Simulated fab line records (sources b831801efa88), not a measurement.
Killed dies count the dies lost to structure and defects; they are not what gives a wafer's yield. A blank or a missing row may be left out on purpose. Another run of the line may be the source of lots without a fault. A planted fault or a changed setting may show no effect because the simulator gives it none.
2 desks, one fault -- flow gf180mcu -- each desk has only its own numbers; what lay behind them comes last

== THE METROLOGY DESK ==
Lot by lot, what the gauges showed, no matter which tool ran the lot: averages of those sampled wafers that carry a number. If a lot's mean is further than 4 standard deviations from the usual mean, the lot is out of limits and carries the mark OUT (the distance appears in the brackets).
Columns: A = cdNm at GF_CONTACT_CD_MEAS_14, usual 219.7 nm; B = CONTACT_OVL at GF_CONTACT_OVL_MEAS_15, usual 10 nm
lot,first seen here,A,B
L236,day 17 03:27,218.9,9
L245,day 19 22:24,219.2,5
L246,day 20 09:58,219.5,3
L249,day 21 05:01,221.2,10
L256,day 23 17:16,219.5,21
L257,day 23 22:06,220.4,4
Finding of this desk: none of the 6 lots has anything out of limits.

== AT THE TOOL OWNER'S DESK: pvdSputter-03 ==
The tool's own readings at GF_CONTACT_SPUTTER_22 (material Ti, target thk 15 nm, time 80.02 s): means of the sampled wafers that have a number, for each lot that ran on this tool. If a lot's mean is further than 4 standard deviations from the usual mean, the lot is out of limits and carries the mark OUT (the distance appears in the brackets).
Columns: A = cathodeDcPowerW at GF_CONTACT_SPUTTER_22, usual 2500.0 W; B = chamberPressurePa at GF_CONTACT_SPUTTER_22, usual 4.999 Pa; C = substrateTempC at GF_CONTACT_SPUTTER_22, usual 200.02 C; D = throttleValvePct at GF_CONTACT_SPUTTER_22, usual 30.4 %
lot,first seen here,A,B,C,D
L245,day 19 23:01,2500.2,5.406 (+48) OUT,200.11,28.9
L246,day 20 10:34,2500.2,5.413 (+49) OUT,200.03,29.4
L256,day 23 17:53,2499.6,4.989,200.13,30.5
This desk finds L245, L246 out of limits, L245 being first, at day 19 23:01 (chamberPressurePa at GF_CONTACT_SPUTTER_22). In limits: L256.

== BROUGHT TOGETHER ==
At day 19 23:01, on L245, L246, the tool owner's desk was in a position to raise an alarm.
Metrology desk: nothing out of limits seen.
The metrology desk holds a record of L245, L246, inside its limits.
The lots listed all ran GF_CONTACT_SPUTTER_22 on pvdSputter-03.

== WHAT THE SIMULATOR HAD INSERTED ==
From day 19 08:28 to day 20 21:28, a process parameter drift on pvdSputter-03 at GF_CONTACT_SPUTTER_22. The setting chamberPressurePa was moved by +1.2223, starting from 5. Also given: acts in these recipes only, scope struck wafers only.
Struck lots among those shown: L245, L246.
Each desk's first reading out of limits, in hours after the fault started: the tool owner's desk, 15.
